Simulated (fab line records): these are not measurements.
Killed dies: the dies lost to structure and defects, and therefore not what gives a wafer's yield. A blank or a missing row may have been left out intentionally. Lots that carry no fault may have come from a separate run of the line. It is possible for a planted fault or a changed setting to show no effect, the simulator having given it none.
Chamber matching / flow gf180mcu / 4 sister chambers for GF_V5_CMP_04 on cmp-02
The step polishes SiO2. 8 wafers are shown with their chamber, then 12 later ones without.

WAFERS WITH THEIR CHAMBER
wafer=L080.2; chamber=1; motor current A (A)=11.9; platen rpm (rpm)=60.01
wafer=L082.5; chamber=0; motor current A (A)=13.4; platen rpm (rpm)=59.94
wafer=L083.3; chamber=3; motor current A (A)=10.4; platen rpm (rpm)=59.96
wafer=L083.4; chamber=1; motor current A (A)=11.9; platen rpm (rpm)=60.03
wafer=L083.6; chamber=0; motor current A (A)=13.3; platen rpm (rpm)=60.06
wafer=L084.1; chamber=3; motor current A (A)=10.8; platen rpm (rpm)=59.97
wafer=L084.4; chamber=2; motor current A (A)=15.5; platen rpm (rpm)=59.98
wafer=L084.5; chamber=2; motor current A (A)=14.9; platen rpm (rpm)=60.03

WAFERS MISSING THEIR CHAMBER
wafer=L086.1; motor current A (A)=13.0; platen rpm (rpm)=59.95
wafer=L086.4; motor current A (A)=10.4; platen rpm (rpm)=60.07
wafer=L086.6; motor current A (A)=11.3; platen rpm (rpm)=60.03
wafer=L090.2; motor current A (A)=14.2; platen rpm (rpm)=60.08
wafer=L090.3; motor current A (A)=12.6; platen rpm (rpm)=60.00
wafer=L090.4; motor current A (A)=10.9; platen rpm (rpm)=60.06
wafer=L091.2; motor current A (A)=15.3; platen rpm (rpm)=60.00
wafer=L091.4; motor current A (A)=13.0; platen rpm (rpm)=60.05
wafer=L091.5; motor current A (A)=11.6; platen rpm (rpm)=59.99
wafer=L096.1; motor current A (A)=10.8; platen rpm (rpm)=59.97
wafer=L096.3; motor current A (A)=13.6; platen rpm (rpm)=59.94
wafer=L096.6; motor current A (A)=12.0; platen rpm (rpm)=59.99

WHICH CHAMBER EACH WENT THROUGH
wafer=L086.1; from the rows above=0; in truth=0
wafer=L086.4; from the rows above=3; in truth=3
wafer=L086.6; from the rows above=can't be placed: 1 or 3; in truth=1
wafer=L090.2; from the rows above=can't be placed: 0 or 2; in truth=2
wafer=L090.3; from the rows above=can't be placed: 1 or 0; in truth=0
wafer=L090.4; from the rows above=can't be placed: 3 or 1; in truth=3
wafer=L091.2; from the rows above=2; in truth=2
wafer=L091.4; from the rows above=0; in truth=0
wafer=L091.5; from the rows above=1; in truth=1
wafer=L096.1; from the rows above=3; in truth=3
wafer=L096.3; from the rows above=0; in truth=0
wafer=L096.6; from the rows above=1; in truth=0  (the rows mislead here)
Correct placement for 7 of the 12. Not placeable from these rows: 4 (in 4, the candidates include the true chamber). Wrongly placed: 1.
How it was worked out, from the rows above alone: a wafer's distance from a chamber is the root of the sum, over the readings, of the square of ((its reading less the chamber's mean) divided by the reading's scatter). The wafer belongs to the nearest chamber; if the next one is less than 2 further off, it can't be placed. For every chamber, the mean is computed from those of its wafers that are shown. The scatter: take each reading less its chamber's mean, square it, sum over the shown wafers, divide by the number of wafers less the number of chambers, and take the root.
